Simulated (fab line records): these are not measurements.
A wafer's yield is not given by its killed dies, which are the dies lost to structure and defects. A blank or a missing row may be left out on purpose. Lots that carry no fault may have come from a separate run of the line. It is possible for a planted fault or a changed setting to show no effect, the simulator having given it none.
Chamber matching | flow gf180mcu | cmp-02 running GF_V2_CMP_04: 4 sister chambers
The step polishes SiO2. 4 wafers are shown with their chamber, then 12 later ones without.

== WAFERS WITH THEIR CHAMBER ==
wafer  | chamber | motorCurrentA (A)
L081.5 | 3       | 12.3
L091.1 | 2       | 13.0
L091.2 | 0       | 12.7
L091.4 | 1       | 13.8

== WAFERS MISSING THEIR CHAMBER ==
wafer  | motorCurrentA (A)
L094.1 | 12.4
L094.2 | 14.5
L094.4 | 12.3
L095.3 | 12.0
L095.4 | 12.2
L095.5 | 11.9
L096.2 | 14.2
L096.4 | 13.7
L096.6 | 13.5
L097.1 | 11.9
L097.3 | 13.0
L097.4 | 14.0

== CHAMBER TAKEN BY EACH ==
wafer  | from the rows above          | in truth
L094.1 | can't be placed: 3 or 0 or 2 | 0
L094.2 | 1                            | 1
L094.4 | can't be placed: 3 or 0      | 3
L095.3 | can't be placed: 3 or 0      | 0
L095.4 | can't be placed: 3 or 0      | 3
L095.5 | can't be placed: 3 or 0      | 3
L096.2 | 1                            | 1
L096.4 | can't be placed: 1 or 2      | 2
L096.6 | can't be placed: 1 or 2 or 0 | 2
L097.1 | can't be placed: 3 or 0      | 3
L097.3 | can't be placed: 2 or 0      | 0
L097.4 | 1                            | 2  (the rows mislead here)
2 of 12 placed correctly. From these rows, 9 cannot be placed; in 9 the true chamber is one of the candidates. Placed wrongly: 1.
How it was worked out, from the rows above alone: a wafer's distance from a chamber is the root of the sum, over the readings, of the square of ((its reading less the chamber's mean) divided by the reading's scatter). If the next closest chamber is less than 2 further off than the closest, the wafer can't be placed; otherwise it belongs to the closest. A chamber's mean is the mean of its shown wafers. The scatter: with one shown wafer a chamber, the root of the mean of the squares of how far each hidden wafer lies from its nearest shown one.
